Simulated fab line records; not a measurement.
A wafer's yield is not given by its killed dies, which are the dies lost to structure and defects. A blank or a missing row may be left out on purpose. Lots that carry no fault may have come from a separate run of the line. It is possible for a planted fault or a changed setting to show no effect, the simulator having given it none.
Code-filled problem report in 8D (eight disciplines) form    flow sky130    the parts of the form that need people (team, actions taken, sign-off) are left out

1. WHAT IS WRONG
Wafers free of any fault read 6.91 ohm/sq (standard deviation 0.074) for CAP2M_TIN_RS at SKY_CAP2M_RS_MEAS_03, against a mean of 7.45 ohm/sq on 6 wafers of 2 lots. That puts it +7.3 standard deviations away from the usual mean.
The step: measures by four-point-probe.
Earliest sighting: wafer L744.1 on film metro-03 at day 44 10:07. The record has a number at this step for 27 wafers belonging to 9 lots. Rule for "out" (also "out of limits"): further than 4 standard deviations from the usual mean. All remaining wafers that have a number are taken as sound.

2. WHAT IT IS AND WHAT IT IS NOT
question                     is                            is not
which readings at this step  CAP2M_TIN_RS                  -
which lots                   L744, L747                    L733, L734, L737, L739, L748, L750, L751
which wafers of those lots   all that have a number        -
read on which gauges         film metro-03, film metro-04  film metro-01
when                         from day 44 10:07             up to then (12 sound wafers); but 9 sound wafers of L748, L750, L751 came after

3. WHAT RULES OUT EACH SUSPECT
Counting: a tool stays on the suspect list if, at a process step up to the reading, it processed all lots that are out and no sound lot following the first of them.
- ruled out: the gauge at SKY_CAP2M_RS_MEAS_03. 2 gauges (film metro-03, film metro-04) read the wafers that are out.
- pvd sputter-02 at SKY_METAL4_SPUTTER_02 (material AlCu, target thk 735 nm, time 39.1 s): kept. It ran every lot that is out, first L744 (day 44 09:49), and no sound lot after that; its last sound lot up to then is L737 (day 42 04:19).
- pvd sputter-02 at SKY_METAL4_SPUTTER_04 (material TiN, target thk 70 nm, time 58.3 s): kept. It ran every lot that is out, first L744 (day 44 09:52), and no sound lot after that; its last sound lot up to then is L737 (day 42 04:22).
- pvd sputter-04 at SKY_CAP2M_SPUTTER_02 (material TiN, target thk 200 nm, time 166.7 s): kept. It ran every lot that is out, first L744 (day 44 10:01), and no sound lot after that; its last sound lot up to then is L737 (day 42 04:30). Its own readings are out on those wafers: chamber pressure pa, throttle valve pct.
After the count, these remain: pvd sputter-02 at SKY_METAL4_SPUTTER_02, pvd sputter-02 at SKY_METAL4_SPUTTER_04 and pvd sputter-04 at SKY_CAP2M_SPUTTER_02.

4. THE CAUSE (what the simulator had put in)
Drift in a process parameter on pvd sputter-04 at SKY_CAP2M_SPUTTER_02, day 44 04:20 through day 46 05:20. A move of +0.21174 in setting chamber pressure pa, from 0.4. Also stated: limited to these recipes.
This tool is one of the 3 suspects left after counting.

5. THE EFFECT CHAIN, in route order
Rows list readings where the struck wafers' mean (over those with a number) sits beyond 3 standard deviations from the usual. Only readings for which the record gives a usual standard deviation are gone through. hours: the time from each lot's start at the first step in this table that gives one to its start at this step, as a median over the lots. sigmas: the change in usual standard deviations.
hours  step                     reading              usual        on struck wafers  change   sigmas
0      SKY_CAP2M_SPUTTER_02     chamber pressure pa  0.3999 Pa    0.6115            +0.2116  +99 or more
0      SKY_CAP2M_SPUTTER_02     throttle valve pct   30.2 %       25.1              -5.1     -4.6
0      SKY_CAP2M_RS_MEAS_03     CAP2M_TIN_RS         6.91 ohm/sq  7.45              +0.54    +7.3
0      SKY_CAP2M_THK_MEAS_04    CAP2M_TIN_THK        197.8 nm     183.9             -13.9    -6.6
21     SKY_CAP2M_METAL_ETCH_13  oes product au       0.941 a.u.   0.901             -0.040   -5.2
It contains these process steps:
- SKY_CAP2M_SPUTTER_02: material TiN, target thk 200 nm, time 166.7 s.
- SKY_CAP2M_METAL_ETCH_13: etches TiN in Cl2/BCl3, stops on SiO2, target depth 220 nm, time 62.9 s.

6. HOW IT WOULD HAVE BEEN CAUGHT EARLIER
6 hours passed between the start of the fault at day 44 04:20 and the first reading out of limits at a measuring or inspecting step in this record, taken at day 44 10:07.
The tool's own readings at SKY_CAP2M_SPUTTER_02 were out on every struck wafer that the step has a row for (chamber pressure pa, throttle valve pct): an alarm limit on them would have fired on the first of those.
Lots out: 2; of these, L747 started SKY_CAP2M_SPUTTER_02 on pvd sputter-04 after day 44 10:07. A hold on the tool at that time would have spared it.
